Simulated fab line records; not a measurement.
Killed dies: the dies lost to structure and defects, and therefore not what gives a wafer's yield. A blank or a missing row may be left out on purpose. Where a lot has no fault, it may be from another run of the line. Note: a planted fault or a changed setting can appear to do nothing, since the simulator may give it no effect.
A struck lot beside a sound one	flow sky130	34 out of 708 route steps
Sound: the wafers L272.2, L272.3, L272.6. Struck: wafers L277.1, L277.6 (left out: L277.3, a lot-mate that was not struck); the cause follows at the end.
Per side, at each step with rows, come the tool, then ch with its chambers, and then its first start. Under that, the readings that differ: sound wafers	struck wafers	difference of the means	sigmas: that difference in standard deviations of wafers without a fault.
alike: readings with means less than 2 such deviations apart, plus words and numbers identical on both sides. not compared: withheld readings, readings lacking a value on some wafer, bounds such as >300 that could conceal the same value, and numbers that have no deviation in the record and whose values overlap.
Wherever a step has rows on one side only, a row that says differs or no value, or a row with sigmas, the two part there. When numbers do not overlap yet have no deviation, they are printed without sigmas and do not part them. A reading that every wafer of one side lacks parts them only if that side has two wafers or more.

first, 9 steps without rows for these wafers: SKY_METAL2_DEHYDRATE_07 (time 60 s); SKY_METAL2_HMDS_08 (prime time 60 s); SKY_METAL2_COAT_09 (resist thk 60 nm); SKY_METAL2_COAT_10 (resist thk 450 nm); SKY_METAL2_SOFTBAKE_11 (time 90 s); SKY_METAL2_EXPOSE_12 (exposes mask MM2, target cd 140 nm); SKY_METAL2_PEB_13; SKY_METAL2_DEVELOP_14 (develop time 60 s); SKY_METAL2_DESCUM_17 (chemistry O2, time 8 s).
SKY_METAL2_ETCH_18: etches BARC in N2/H2, stops on SiO2, time 45.9 s, target depth 60 nm.
  sound on rie_metal-01 ch 0,1, day 39 04:19; struck on rie_metal-03 ch 1, day 40 12:55
  alike: drypump_motor_current_A, oes_product_au, rf_fwd_power_W, throttle_valve_pct
  not compared: rf_hours_counter_h
then, 23 steps without rows for these wafers: SKY_METAL2_METAL_ETCH_19 (etches the open film in Cl2/BCl3, stops on SiO2, target depth 360 nm, time 78 s); SKY_METAL2_STRIP_20 (strips in O2/N2); SKY_METAL2_STRIP_21 (strips in post etch residue remover, time 1200 s); SKY_METAL2_CLEAN_22 (cleans in IPA, time 180 s); SKY_METAL2_CLEAN_23 (cleans in O3/DIW); SKY_VIA2_HDPCVD_00 (deposits SiO2, target thk 1180 nm, time 196.7 s); SKY_VIA2_CMP_02 (polishes SiO2); SKY_VIA2_DEHYDRATE_04 (time 60 s); SKY_VIA2_HMDS_05 (prime time 60 s); SKY_VIA2_COAT_06 (resist thk 60 nm); SKY_VIA2_COAT_07 (resist thk 450 nm); SKY_VIA2_SOFTBAKE_08 (time 90 s); SKY_VIA2_EXPOSE_09 (exposes mask VIM2, target cd 200 nm); SKY_VIA2_PEB_10; SKY_VIA2_DEVELOP_11 (develop time 60 s); SKY_VIA2_ETCH_14 (etches BARC in N2/H2, stops on SiO2, time 45.9 s, target depth 60 nm); SKY_VIA2_ETCH_15 (etches SiO2 in C4F8/O2/Ar, stops on TiN, target depth 546 nm, time 84 s); SKY_VIA2_STRIP_16 (strips in O2/N2); SKY_VIA2_STRIP_17 (strips in post etch residue remover, time 1200 s); SKY_VIA2_CLEAN_18 (cleans in IPA, time 180 s); SKY_VIA2_CLEAN_19 (cleans in O3/DIW); SKY_VIA2_SPUTTER_20 (material TiN, target thk 20 nm, time 80 s); SKY_VIA2_CVD_21 (deposits W, target thk 420 nm, time 126.4 s).
-- the record jumps here: 9 days lie between the struck wafers' starts before and after (it left off in module VIA2 and takes up again in module PAD_OPEN, whose first step shown is number 708 of the route) --
SKY_PAD_OPEN_PROBE_99:
  sound on prober-01, day 48 23:16; struck on prober-01, day 49 21:07
reading	sound	struck	difference	sigmas
hold	- - -	await_dispo/3.2h/release await_dispo/3.2h/release	no value on the sound wafers	
defect_limited_yield (%)	86.0 85.8 80.5	75.0 76.6	-8.3	-4
killed_at_M0_to_M3	30 42 53	78 73	+34	+5
killed_at_contacts	18 10 19	27 27	+11	+2
killed_dies	69 70 96	123 115	+41	+4
killed_on_rim	17 14 23	34 29	+14	+4
sort_bin_3_pad_short (%)	0.4 1.2 1.6	2.8 4.1	+2.4	+6
sort_bin_5_function (%)	7.3 8.1 10.6	15.2 13.2	+5.5	+4
sort_n_pass	423 422 396	369 377	-41	-4
sort_yield_pct (%)	86.0 85.8 80.5	75.0 76.6	-8.3	-4
model.etest.tester.sort_n_pass	423 422 396	369 377	-41	
model.etest.tester.sort_yield_pct (%)	85.98 85.77 80.49	75 76.63	-8	
model.etest.tester.sort_bin_5_pct (%)	7.317 8.13 10.57	15.24 13.21	+5.55	
model.etest.tester.sort_bin_3_pct (%)	0.4065 1.22 1.626	2.846 4.065	+2.371	
  alike: killed_at_M4_up, killed_at_front_end, killed_open, killed_short, sort_bin_6_memory

== WHERE THEY PART ==
Within this record, at SKY_PAD_OPEN_PROBE_99 only.

WHY: whatever the simulator had introduced
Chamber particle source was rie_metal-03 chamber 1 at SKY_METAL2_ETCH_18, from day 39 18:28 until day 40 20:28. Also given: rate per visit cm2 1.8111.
